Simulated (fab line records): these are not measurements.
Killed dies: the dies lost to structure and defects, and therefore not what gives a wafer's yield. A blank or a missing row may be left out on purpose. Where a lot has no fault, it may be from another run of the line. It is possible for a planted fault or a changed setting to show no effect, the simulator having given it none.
The tool behind it: which one? :: flow sky130 :: 12 lots, 34 wafers sampled, at 2 steps of a route of 708

== WHAT THE GAUGES READ, wafer by wafer ==
SKY_VT_ADJUST_HVTP_OVL_MEAS_08.
lot: L368
measured: day 6 03:18
on: overlay-02
VT_ADJUST_HVTP_OVL (nm): 0.1 1.8 0.3

lot: L369
measured: day 6 09:47
on: overlay-02
VT_ADJUST_HVTP_OVL (nm): 1.8 -1.7 -1.3

lot: L372
measured: day 6 22:58
on: overlay-02
VT_ADJUST_HVTP_OVL (nm): 1.4 -2.0 0.2

lot: L373
measured: day 7 06:08
on: overlay-01
VT_ADJUST_HVTP_OVL (nm): 1.4 0.8 1.9

lot: L375
measured: day 8 12:38
on: overlay-01
VT_ADJUST_HVTP_OVL (nm): 0.9 0.3 1.4

lot: L379
measured: day 9 00:39
on: overlay-01
VT_ADJUST_HVTP_OVL (nm): 0.7 1.1 0.6

lot: L380
measured: day 10 02:50
on: overlay-01
VT_ADJUST_HVTP_OVL (nm): 0.4 -1.5 -0.2

lot: L382
measured: day 10 04:23
on: overlay-01
VT_ADJUST_HVTP_OVL (nm): 2.5 2.4 0.6

lot: L384
measured: day 10 15:06
on: overlay-01
VT_ADJUST_HVTP_OVL (nm): -2.7

lot: L388
measured: day 11 08:32
on: overlay-02
VT_ADJUST_HVTP_OVL (nm): 0.7 0.5 1.2

lot: L389
measured: day 11 17:20
on: overlay-01
VT_ADJUST_HVTP_OVL (nm): -1.2 -1.2 -0.2

lot: L390
measured: day 11 22:35
on: overlay-02
VT_ADJUST_HVTP_OVL (nm): -0.8 -2.0 -0.2

SKY_LDD_LDN_TW_MEAS_13.
lot: L368
measured: day 22 11:32
on: film metro-01
LDD_LDN_TW: 1489 1496 1493

lot: L369
measured: day 22 13:14
on: film metro-01
LDD_LDN_TW: 1494 1489 1498

lot: L372
measured: day 23 14:02
on: film metro-03
LDD_LDN_TW: 1496 1495 1493

lot: L373
measured: day 24 00:27
on: film metro-03
LDD_LDN_TW: 1503 1487 1498

lot: L375
measured: day 25 11:37
on: film metro-04
LDD_LDN_TW: 1491 1490 1492

lot: L379
measured: day 26 12:44
on: film metro-01
LDD_LDN_TW: 1488 1486 1482

lot: L380
measured: day 27 20:20
on: film metro-03
LDD_LDN_TW: 1493 1480 1486

lot: L382
measured: day 28 00:36
on: film metro-03
LDD_LDN_TW: 1486 1495 1500

lot: L384
measured: day 28 17:13
on: film metro-01
LDD_LDN_TW: 1496

lot: L388
measured: day 29 07:14
on: film metro-04
LDD_LDN_TW: 1483 1495 1495

lot: L389
measured: day 29 19:44
on: film metro-01
LDD_LDN_TW: 1491 1491 1489

lot: L390
measured: day 30 03:45
on: film metro-04
LDD_LDN_TW: 1482 1478 1485

== TOOL THAT RAN EACH LOT (tool first, then ch and the chambers of the sampled wafers, then the start) ==
The record holds no process step before these readings.

== AS READ BY THE TOOLS THEMSELVES (means over the sampled wafers that have a number; for cases with no such wafer, the mark the record gives instead) ==
The record holds no such reading with a usual standard deviation.

== THE ANSWER, worked out from the rows above alone ==
Rule: the usual values come from the lots themselves. Put in order of their means at a reading, lots are off if they are a third of the lots or fewer, leave a main group of 4 or more, and stand apart from it by a gap of 3 or more times the standard deviation of the main group's means; of several such gaps the widest counts. The tables above print the reading to a certain number of digits; a main group whose means all agree to those digits is not used. A lot without any number at a reading at which 4 lots or more have one is off too. Any other lot the step has rows for is counted as sound. Order of review: gauges by route order, followed by the tools' own readings, for which a lot's mean as printed above is used. The first step at which some lot is off is used, and at that step the reading that is off furthest; a lot without a number counts as furthest.
None of the lots is off at any reading shown; this tells nothing.

== WHAT THE SIMULATOR PUT IN ==
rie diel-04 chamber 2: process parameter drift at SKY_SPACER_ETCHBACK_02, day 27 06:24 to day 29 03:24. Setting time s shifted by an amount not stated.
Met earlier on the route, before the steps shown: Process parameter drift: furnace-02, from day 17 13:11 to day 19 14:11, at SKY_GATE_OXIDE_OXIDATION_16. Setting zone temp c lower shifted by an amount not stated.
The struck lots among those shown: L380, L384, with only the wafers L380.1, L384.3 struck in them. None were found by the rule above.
